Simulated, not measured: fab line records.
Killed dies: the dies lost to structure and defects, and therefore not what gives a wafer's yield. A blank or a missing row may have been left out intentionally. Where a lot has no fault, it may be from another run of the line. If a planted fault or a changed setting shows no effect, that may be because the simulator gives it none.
What tool caused it? | flow gf180mcu | 13 lots with 39 wafers sampled at 4 steps, on a route of 602 steps

WHAT THE GAUGES SHOWED, per wafer
GF_HV_LDD_OVL_MEAS_20. Usual: HV_LDD_01_OVL -0.4 nm, standard deviation 1.8.
lot  | measured     | on         | HV_LDD_01_OVL (nm) | flag
L656 | day 11 08:08 | overlay-01 | -0.9 0.6 -0.9      | 
L657 | day 11 13:26 | overlay-01 | -2.2 -0.2 -0.6     | 
L659 | day 12 03:47 | overlay-01 | -2.4 -0.2 -1.7     | 
L660 | day 12 07:19 | overlay-02 | 1.4 1.6 -0.5       | 
L661 | day 12 19:32 | overlay-02 | 2.1 2.1 1.7        | 
L662 | day 13 04:31 | overlay-02 | 0.3 0.5 1.2        | 
L663 | day 13 16:39 | overlay-01 | -4.2 -4.1 -2.1     | 
L669 | day 15 21:55 | overlay-01 | -0.2 0.4 0.9       | 
L671 | day 16 01:10 | overlay-01 | -3.8 -1.8 -3.4     | 
L674 | day 17 01:37 | overlay-02 | 0.2 -1.7 -0.4      | 
L675 | day 17 09:55 | overlay-01 | -2.0 -1.3 -2.5     | 
L677 | day 18 05:17 | overlay-02 | 2.2 -0.2 -0.7      | 
L678 | day 18 09:51 | overlay-02 | -0.6 -1.8 1.0      | 

GF_NSD_OVL_MEAS_08. Usual: NSD_OVL -0.2 nm, standard deviation 1.6.
lot  | measured     | on         | NSD_OVL (nm)   | flag
L656 | day 13 21:35 | overlay-01 | -0.2 2.0 0.1   | 
L657 | day 14 04:44 | overlay-01 | 0.6 0.9 2.8    | 
L659 | day 14 21:08 | overlay-02 | 0.5 -1.4 0.3   | 
L660 | day 14 23:59 | overlay-02 | -0.3 0.2 2.0   | 
L661 | day 15 14:56 | overlay-01 | -1.6 -3.1 -1.7 | 
L662 | day 15 23:44 | overlay-02 | 0.0 0.7 1.3    | 
L663 | day 16 13:40 | overlay-02 | 1.5 4.5 0.7    | 
L669 | day 19 00:47 | overlay-01 | -0.5 0.1 -2.7  | 
L671 | day 19 04:32 | overlay-02 | -1.3 -2.2 0.1  | 
L674 | day 20 07:02 | overlay-01 | 0.5 0.5 0.3    | 
L675 | day 20 15:04 | overlay-01 | -3.6 -0.6 -3.8 | 
L677 | day 21 10:26 | overlay-01 | -0.7 0.4 -2.0  | 
L678 | day 21 14:34 | overlay-02 | -2.4 -1.8 -1.4 | 

EACH LOT AND THE TOOL THAT RAN IT (in order: tool; ch and the chambers of the sampled wafers; start)
lot  | GF_HV_LDD_STRIP_37                  | GF_HV_LDD_ETCHBACK_58
L656 | plasmaAsher-01 ch 0,1, day 12 02:59 | rieDiel-02 ch 0,1, day 13 01:19
L657 | plasmaAsher-03 ch 0,1, day 12 08:54 | rieDiel-03 ch 1,2, day 13 08:11
L659 | plasmaAsher-01 ch 0,1, day 13 00:04 | rieDiel-03 ch 1,3, day 13 23:43
L660 | plasmaAsher-03 ch 0,1, day 13 03:05 | rieDiel-02 ch 0,1,2, day 14 02:56
L661 | plasmaAsher-04 ch 0,1, day 13 17:05 | rieDiel-03 ch 1,2,3, day 14 17:47
L662 | plasmaAsher-03 ch 0,1, day 14 01:20 | rieDiel-01 ch 1,3, day 15 01:31
L663 | plasmaAsher-04 ch 0,1, day 14 14:40 | rieDiel-01 ch 0,2,3, day 15 15:25
L669 | plasmaAsher-03 ch 0,1, day 16 21:33 | rieDiel-02 ch 0,1,3, day 18 00:54
L671 | plasmaAsher-03 ch 0,1, day 17 00:59 | rieDiel-02 ch 0,2,3, day 18 04:12
L674 | plasmaAsher-04 ch 0,1, day 18 01:59 | rieDiel-03 ch 1,2,3, day 19 05:58
L675 | plasmaAsher-04 ch 0,1, day 18 11:08 | rieDiel-01 ch 0,3, day 19 14:23
L677 | plasmaAsher-04 ch 0,1, day 19 06:32 | rieDiel-03 ch 1,2,3, day 20 09:57
L678 | plasmaAsher-01 ch 0,1, day 19 11:09 | rieDiel-01 ch 1,3, day 20 15:04
- GF_HV_LDD_STRIP_37: strips in O2/N2.
- GF_HV_LDD_ETCHBACK_58: etches Si3N4 in CH3F/O2, stops on SiO2, time 100 s, target depth 90 nm.

AS READ BY THE TOOLS THEMSELVES (means over the sampled wafers that have a number; for cases with no such wafer, the mark the record gives instead)
GF_HV_LDD_STRIP_37. Usual: drypumpMotorCurrentA 5.6 A, standard deviation 0.39; heaterPowerW 317 W, standard deviation 36; oesProductAu 0.716 a.u., standard deviation 0.0047; stripTimeToEndpointS 12.64 s, standard deviation 0.035.
lot  | tool           | drypumpMotorCurrentA (A) | heaterPowerW (W) | oesProductAu (a.u.) | stripTimeToEndpointS (s) | flag
L656 | plasmaAsher-01 | 5.5                      | 328              | 0.717               | 12.67                    | 
L657 | plasmaAsher-03 | 5.6                      | 365              | 0.713               | 12.63                    | 
L659 | plasmaAsher-01 | 5.8                      | 316              | 0.715               | 12.61                    | 
L660 | plasmaAsher-03 | 5.8                      | 331              | 0.719               | 12.61                    | 
L661 | plasmaAsher-04 | 5.4                      | 293              | 0.715               | 12.63                    | 
L662 | plasmaAsher-03 | 5.6                      | 369              | 0.710               | 12.60                    | 
L663 | plasmaAsher-04 | 5.6                      | 297              | 0.712               | 12.67                    | 
L669 | plasmaAsher-03 | 5.8                      | 335              | 0.713               | 12.63                    | 
L671 | plasmaAsher-03 | 5.8                      | 332              | 0.716               | 12.65                    | 
L674 | plasmaAsher-04 | 5.4                      | 292              | 0.717               | 12.66                    | 
L675 | plasmaAsher-04 | 5.4                      | 288              | 0.716               | 12.62                    | 
L677 | plasmaAsher-04 | 5.6                      | 307              | 0.726               | 12.65                    | 
L678 | plasmaAsher-01 | 5.5                      | 328              | 0.714               | 12.66                    | 

GF_HV_LDD_ETCHBACK_58. Usual: O2_flow_sccm 30.00 sccm, standard deviation 0.087; biasW 79.97 W, standard deviation 0.23; drypumpMotorCurrentA 5.9 A, standard deviation 0.31; oesProductAu 0.844 a.u., standard deviation 0.0069; throttleValvePct 10.562 %, standard deviation 0.0082.
lot  | tool       | O2_flow_sccm (sccm) | biasW (W) | drypumpMotorCurrentA (A) | oesProductAu (a.u.) | throttleValvePct (%) | flag
L656 | rieDiel-02 | 29.98               | 80.32     | 6.0                      | 0.842               | 10.554               | 
L657 | rieDiel-03 | 29.96               | 79.77     | 5.9                      | 0.835               | 10.560               | 
L659 | rieDiel-03 | 30.00               | 79.92     | 5.8                      | 0.847               | 10.556               | 
L660 | rieDiel-02 | 30.03               | 80.24     | 6.2                      | 0.840               | 10.555               | 
L661 | rieDiel-03 | 29.97               | 80.04     | 5.9                      | 0.849               | 10.569               | 
L662 | rieDiel-01 | 29.96               | 79.73     | 5.9                      | 0.848               | 10.562               | 
L663 | rieDiel-01 | 30.03               | 79.90     | 5.6                      | 0.835               | 10.564               | 
L669 | rieDiel-02 | 29.98               | 76.54     | 6.0                      | 0.836               | 10.564               | OFF
L671 | rieDiel-02 | 30.00               | 76.81     | 6.2                      | 0.849               | 10.567               | OFF
L674 | rieDiel-03 | 30.03               | 79.88     | 5.9                      | 0.848               | 10.560               | 
L675 | rieDiel-01 | 30.01               | 80.25     | 5.6                      | 0.848               | 10.561               | 
L677 | rieDiel-03 | 30.03               | 80.07     | 5.9                      | 0.844               | 10.558               | 
L678 | rieDiel-01 | 30.09               | 80.10     | 5.9                      | 0.845               | 10.564               | 

THE ANSWER, worked out from the rows above alone
Rule: take the mean of a lot's wafers that have a number; if it is more than 3 standard deviations from the usual mean, the lot is off. Also off: a lot with no number at a reading for which 4 or more lots have one. All remaining lots with rows at the step are treated as sound. After the gauges, taken in route order, come the tools' own readings; for these a lot's mean is taken, as printed above. The first step at which some lot is off is used, and at that step the reading that is off furthest; a lot without a number counts as furthest.
Off: L669, L671 (GF_HV_LDD_ETCHBACK_58, biasW).
A tool fits if, at that step or a process step before it, it ran every lot that is off, and no sound lot after the first of them. Undecided on this evidence; 2 tools fit (plasmaAsher-03 at GF_HV_LDD_STRIP_37, rieDiel-02 at GF_HV_LDD_ETCHBACK_58).

WHAT THE SIMULATOR HAD PUT IN
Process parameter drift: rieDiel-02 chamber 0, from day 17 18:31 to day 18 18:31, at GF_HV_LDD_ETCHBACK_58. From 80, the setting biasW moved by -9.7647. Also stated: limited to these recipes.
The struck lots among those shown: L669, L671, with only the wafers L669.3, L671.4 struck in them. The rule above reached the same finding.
